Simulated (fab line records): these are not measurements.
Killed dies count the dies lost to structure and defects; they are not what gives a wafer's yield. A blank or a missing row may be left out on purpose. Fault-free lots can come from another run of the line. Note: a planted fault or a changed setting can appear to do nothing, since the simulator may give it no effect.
Which tool did it?    flow sky130    24 lots, 72 wafers sampled, at 6 steps of a route of 708

WHAT THE GAUGES READ, wafer by wafer
SKY_VIA3_BOW_MEAS_03.
lot   measured      on            VIA3_BOW (um)
L074  day 38 14:21  filmMetro-02  87 65 79
L075  day 38 22:42  filmMetro-02  78 72 83
L076  day 39 08:26  filmMetro-02  86 78 92
L077  day 39 17:13  filmMetro-01  66 78 79
L079  day 39 17:32  filmMetro-01  77 93 77
L078  day 39 21:26  filmMetro-01  58 72 70
L081  day 40 12:29  filmMetro-02  78 71 64
L080  day 40 15:30  filmMetro-02  81 80 76
L082  day 41 01:18  filmMetro-02  83 80 83
L083  day 41 05:19  filmMetro-02  75 72 79
L084  day 41 14:08  filmMetro-01  88 83 83
L085  day 41 22:57  filmMetro-03  83 75 83
L086  day 42 05:55  filmMetro-01  80 70 65
L087  day 42 10:05  filmMetro-03  86 82 85
L088  day 42 21:56  filmMetro-01  77 94 73
L089  day 43 00:51  filmMetro-01  74 68 77
L090  day 43 02:59  filmMetro-01  81 81 86
L091  day 43 16:40  filmMetro-02  74 87 74
L092  day 43 21:33  filmMetro-02  62 70 78
L093  day 44 06:05  filmMetro-01  87 85 81
L094  day 44 08:28  filmMetro-03  81 82 83
L095  day 44 18:18  filmMetro-03  72 81 82
L096  day 44 21:17  filmMetro-02  68 70 79
L097  day 44 22:31  filmMetro-01  80 83 66

SKY_METAL5_RS_MEAS_05: measures by four-point-probe.
lot   measured      on            METAL5_ALCU_RS (ohm/sq)
L074  day 42 21:31  filmMetro-01  0.02678 0.02674 0.02679
L075  day 43 06:02  filmMetro-01  0.02721 0.02694 0.02708
L076  day 43 14:07  filmMetro-01  0.02724 0.02741 0.02701
L077  day 43 23:04  filmMetro-03  0.02745 0.02751 0.02747
L079  day 43 23:16  filmMetro-04  0.02717 0.02729 0.02721
L078  day 44 02:36  filmMetro-04  0.02698 0.02681 0.02705
L081  day 44 14:33  filmMetro-01  0.02676 0.02696 0.02703
L080  day 44 19:07  filmMetro-01  0.02729 0.02726 0.02747
L082  day 45 03:34  filmMetro-01  0.02721 0.02691 0.02715
L083  day 45 07:11  filmMetro-03  0.02724 0.02735 0.02716
L084  day 45 14:59  filmMetro-04  0.02738 0.02721 0.02732
L085  day 45 22:07  filmMetro-04  0.02665 0.02681 0.02686
L086  day 46 04:32  filmMetro-01  0.02679 0.0269 0.02688
L087  day 46 09:04  filmMetro-04  0.0269 0.027 0.02681
L088  day 46 18:32  filmMetro-01  0.02719 0.02702 0.02716
L089  day 46 20:35  filmMetro-04  0.02751 0.02744 0.02713
L090  day 46 23:12  filmMetro-01  0.02721 0.02702 0.02722
L091  day 47 10:46  filmMetro-01  0.02691 0.02696 0.02706
L092  day 47 16:02  filmMetro-01  0.02753 0.02731 0.02712
L093  day 47 22:00  filmMetro-03  0.02738 0.0275 0.02747
L094  day 48 00:39  filmMetro-04  0.02688 0.02713 0.02731
L095  day 48 08:08  filmMetro-04  0.02675 0.02699 0.02679
L096  day 48 11:44  filmMetro-03  0.02726 0.0274 0.02742
L097  day 48 13:06  filmMetro-01  0.02695 0.02699 0.02698

WHICH TOOL RAN EACH LOT (tool, then ch and the chambers of the sampled wafers, then the start)
lot   SKY_METAL2_ETCH_18                SKY_VIA3_ETCH_14                   SKY_METAL4_SPUTTER_02        SKY_METAL5_SPUTTER_03
L074  rieMetal-02 ch 0, day 35 03:25    rieDiel-01 ch 1,2,3, day 39 15:55  pvdSputter-02, day 39 17:19  pvdSputter-02, day 42 21:25
L075  rieMetal-04 ch 0,1, day 35 12:22  rieDiel-02 ch 0,1,3, day 39 23:58  pvdSputter-04, day 40 01:22  pvdSputter-03, day 43 05:56
L076  rieMetal-04 ch 0,1, day 35 22:10  rieDiel-01 ch 0,2,3, day 40 09:04  pvdSputter-02, day 40 10:30  pvdSputter-03, day 43 14:03
L077  rieMetal-02 ch 0,1, day 36 07:05  rieDiel-03 ch 0,2,3, day 40 18:02  pvdSputter-01, day 40 19:31  pvdSputter-01, day 43 22:58
L079  rieMetal-03 ch 0,1, day 36 07:49  rieDiel-01 ch 0,2,3, day 40 18:41  pvdSputter-01, day 40 20:13  pvdSputter-03, day 43 23:11
L078  rieMetal-02 ch 0,1, day 36 10:37  rieDiel-02 ch 1,2,3, day 40 22:29  pvdSputter-02, day 40 23:56  pvdSputter-01, day 44 02:29
L081  rieMetal-04 ch 0,1, day 37 03:28  rieDiel-02 ch 1,2,3, day 41 12:49  pvdSputter-01, day 41 14:13  pvdSputter-03, day 44 14:28
L080  rieMetal-03 ch 0,1, day 37 06:05  rieDiel-01 ch 1,2,3, day 41 16:37  pvdSputter-01, day 41 18:02  pvdSputter-03, day 44 19:01
L082  rieMetal-02 ch 0,1, day 37 16:31  rieDiel-01 ch 1,2,3, day 42 01:19  pvdSputter-01, day 42 02:50  pvdSputter-01, day 45 03:28
L083  rieMetal-03 ch 0,1, day 37 21:10  rieDiel-02 ch 1,2,3, day 42 05:23  pvdSputter-04, day 42 06:48  pvdSputter-01, day 45 07:06
L084  rieMetal-04 ch 0,1, day 38 05:44  rieDiel-02 ch 0,2, day 42 14:05    pvdSputter-04, day 42 17:19  pvdSputter-01, day 45 14:55
L085  rieMetal-02 ch 0,1, day 38 15:58  rieDiel-03 ch 0,1,3, day 42 23:02  pvdSputter-04, day 43 00:27  pvdSputter-03, day 45 22:01
L086  rieMetal-04 ch 0,1, day 38 23:11  rieDiel-01 ch 1,3, day 43 05:47    pvdSputter-04, day 43 07:18  pvdSputter-02, day 46 04:26
L087  rieMetal-04 ch 0,1, day 39 04:05  rieDiel-03 ch 0,2,3, day 43 10:01  pvdSputter-02, day 43 11:52  pvdSputter-02, day 46 08:59
L088  rieMetal-03 ch 0,1, day 39 15:14  rieDiel-02 ch 1,3, day 43 21:23    pvdSputter-02, day 43 22:50  pvdSputter-03, day 46 18:26
L089  rieMetal-04 ch 0,1, day 39 19:37  rieDiel-02 ch 2,3, day 43 23:31    pvdSputter-02, day 44 00:55  pvdSputter-02, day 46 20:29
L090  rieMetal-03 ch 0,1, day 39 21:26  rieDiel-03 ch 0,2,3, day 44 01:32  pvdSputter-04, day 44 02:59  pvdSputter-02, day 46 23:08
L091  rieMetal-03 ch 0,1, day 40 12:04  rieDiel-02 ch 0,2,3, day 44 14:43  pvdSputter-04, day 44 16:07  pvdSputter-02, day 47 10:41
L092  rieMetal-02 ch 0,1, day 40 17:40  rieDiel-02 ch 0,1, day 44 20:17    pvdSputter-02, day 44 21:41  pvdSputter-01, day 47 15:58
L093  rieMetal-04 ch 0,1, day 41 01:13  rieDiel-01 ch 0,1,2, day 45 03:58  pvdSputter-01, day 45 05:22  pvdSputter-01, day 47 21:56
L094  rieMetal-04 ch 0,1, day 41 05:43  rieDiel-03 ch 0,1,2, day 45 06:40  pvdSputter-01, day 45 08:04  pvdSputter-02, day 48 00:35
L095  rieMetal-04 ch 0,1, day 41 15:41  rieDiel-01 ch 2,3, day 45 15:55    pvdSputter-01, day 45 17:19  pvdSputter-02, day 48 08:02
L096  rieMetal-03 ch 0,1, day 41 17:35  rieDiel-01 ch 1,2,3, day 45 18:31  pvdSputter-04, day 45 20:16  pvdSputter-02, day 48 11:41
L097  rieMetal-02 ch 0,1, day 41 20:40  rieDiel-01 ch 1,2,3, day 45 20:28  pvdSputter-01, day 45 21:52  pvdSputter-02, day 48 13:01
- SKY_METAL2_ETCH_18: etches BARC in N2/H2, stops on SiO2, time 45.9 s, target depth 60 nm.
- SKY_VIA3_ETCH_14: etches BARC in N2/H2, stops on SiO2, time 45.9 s, target depth 60 nm.
- SKY_METAL4_SPUTTER_02: material AlCu, target thk 735 nm, time 39.1 s.
- SKY_METAL5_SPUTTER_03: material Ti, target thk 5 nm, time 3.3 s.

WHAT THE TOOLS THEMSELVES READ (means of the sampled wafers that have a number; where no wafer has one, the mark that the record gives instead)
SKY_METAL2_ETCH_18.
lot   tool         drypumpMotorCurrentA (A)  h2FlowSccm (sccm)  oesProductAu (a.u.)  throttleValvePct (%)
L074  rieMetal-02  5.4                       199.7              0.861                13.226
L075  rieMetal-04  5.7                       200.4              0.852                13.220
L076  rieMetal-04  5.7                       199.8              0.857                13.223
L077  rieMetal-02  5.2                       200.6              0.857                13.212
L079  rieMetal-03  5.6                       199.2              0.854                13.227
L078  rieMetal-02  5.0                       199.9              0.858                13.210
L081  rieMetal-04  6.2                       200.1              0.855                13.223
L080  rieMetal-03  5.6                       199.8              0.855                13.230
L082  rieMetal-02  5.0                       199.7              0.853                13.215
L083  rieMetal-03  5.5                       199.8              0.854                13.224
L084  rieMetal-04  5.7                       199.9              0.853                13.235
L085  rieMetal-02  5.2                       200.0              0.856                13.231
L086  rieMetal-04  6.2                       200.3              0.853                13.230
L087  rieMetal-04  5.7                       199.6              0.857                13.229
L088  rieMetal-03  5.6                       200.9              0.855                13.225
L089  rieMetal-04  5.7                       200.6              0.859                13.219
L090  rieMetal-03  5.6                       200.0              0.851                13.222
L091  rieMetal-03  5.6                       200.1              0.857                13.229
L092  rieMetal-02  5.0                       200.4              0.853                13.230
L093  rieMetal-04  6.2                       200.7              0.860                13.231
L094  rieMetal-04  5.7                       200.0              0.850                13.223
L095  rieMetal-04  6.2                       199.8              0.850                13.229
L096  rieMetal-03  5.6                       199.7              0.854                13.228
L097  rieMetal-02  5.2                       199.7              0.854                13.227

SKY_VIA3_ETCH_14.
lot   tool        drypumpMotorCurrentA (A)  h2FlowSccm (sccm)  oesProductAu (a.u.)  throttleValvePct (%)
L074  rieDiel-01  6.0                       199.5              0.851                13.222
L075  rieDiel-02  6.0                       200.2              0.854                13.235
L076  rieDiel-01  6.1                       200.3              0.851                13.221
L077  rieDiel-03  6.2                       199.9              0.851                13.224
L079  rieDiel-01  6.1                       200.2              0.859                13.225
L078  rieDiel-02  6.1                       200.4              0.860                13.233
L081  rieDiel-02  6.1                       199.9              0.854                13.223
L080  rieDiel-01  6.0                       199.7              0.857                13.228
L082  rieDiel-01  6.0                       200.0              0.856                13.227
L083  rieDiel-02  6.1                       199.3              0.856                13.217
L084  rieDiel-02  5.9                       199.7              0.864                13.221
L085  rieDiel-03  6.1                       200.3              0.850                13.219
L086  rieDiel-01  5.8                       199.9              0.853                13.228
L087  rieDiel-03  6.2                       200.1              0.851                13.217
L088  rieDiel-02  6.0                       200.2              0.854                13.231
L089  rieDiel-02  6.0                       199.9              0.857                13.215
L090  rieDiel-03  6.2                       199.9              0.859                13.229
L091  rieDiel-02  5.9                       199.8              0.856                13.226
L092  rieDiel-02  6.1                       199.8              0.851                13.220
L093  rieDiel-01  5.7                       199.9              0.857                13.222
L094  rieDiel-03  6.0                       200.4              0.850                13.222
L095  rieDiel-01  6.2                       200.7              0.851                13.220
L096  rieDiel-01  6.0                       199.8              0.857                13.224
L097  rieDiel-01  6.0                       199.4              0.849                13.229

SKY_METAL4_SPUTTER_02.
lot   tool           throttleValvePct (%)
L074  pvdSputter-02  28.7
L075  pvdSputter-04  30.5
L076  pvdSputter-02  29.1
L077  pvdSputter-01  29.4
L079  pvdSputter-01  29.5
L078  pvdSputter-02  29.4
L081  pvdSputter-01  29.9
L080  pvdSputter-01  29.6
L082  pvdSputter-01  29.2
L083  pvdSputter-04  30.8
L084  pvdSputter-04  31.7
L085  pvdSputter-04  30.8
L086  pvdSputter-04  30.7
L087  pvdSputter-02  28.9
L088  pvdSputter-02  29.6
L089  pvdSputter-02  28.7
L090  pvdSputter-04  31.7
L091  pvdSputter-04  30.8
L092  pvdSputter-02  29.2
L093  pvdSputter-01  29.7
L094  pvdSputter-01  30.0
L095  pvdSputter-01  30.1
L096  pvdSputter-04  30.0
L097  pvdSputter-01  29.6

SKY_METAL5_SPUTTER_03.
lot   tool           throttleValvePct (%)
L074  pvdSputter-02  29.3
L075  pvdSputter-03  30.6
L076  pvdSputter-03  29.8
L077  pvdSputter-01  29.5
L079  pvdSputter-03  30.7
L078  pvdSputter-01  30.0
L081  pvdSputter-03  29.8
L080  pvdSputter-03  29.9
L082  pvdSputter-01  29.7
L083  pvdSputter-01  29.6
L084  pvdSputter-01  29.1
L085  pvdSputter-03  30.5
L086  pvdSputter-02  28.4
L087  pvdSputter-02  28.3
L088  pvdSputter-03  30.5
L089  pvdSputter-02  29.8
L090  pvdSputter-02  29.4
L091  pvdSputter-02  28.2
L092  pvdSputter-01  29.9
L093  pvdSputter-01  29.6
L094  pvdSputter-02  29.3
L095  pvdSputter-02  28.8
L096  pvdSputter-02  29.1
L097  pvdSputter-02  29.7

THE ANSWER, worked out from the rows above alone
Rule: what is usual is taken from the lots themselves. Put in order of their means at a reading, lots are off if they are a third of the lots or fewer, leave a main group of 4 or more, and stand apart from it by a gap of 3 or more times the standard deviation of the main group's means; of several such gaps the widest counts. A main group is skipped when, at the precision printed for the reading in the tables above, its means are all equal. Also off: a lot with no number at a reading for which 4 or more lots have one. Where the step has rows for the other lots, those lots are counted as sound. The gauges are gone through in route order, then the tools' own readings, and for those a lot's mean is taken as printed above. The first step at which some lot is off is used, and at that step the reading that is off furthest; a lot without a number counts as furthest.
No lot is off at any reading shown: from this, nothing can be told.

WHAT THE SIMULATOR HAD INSERTED
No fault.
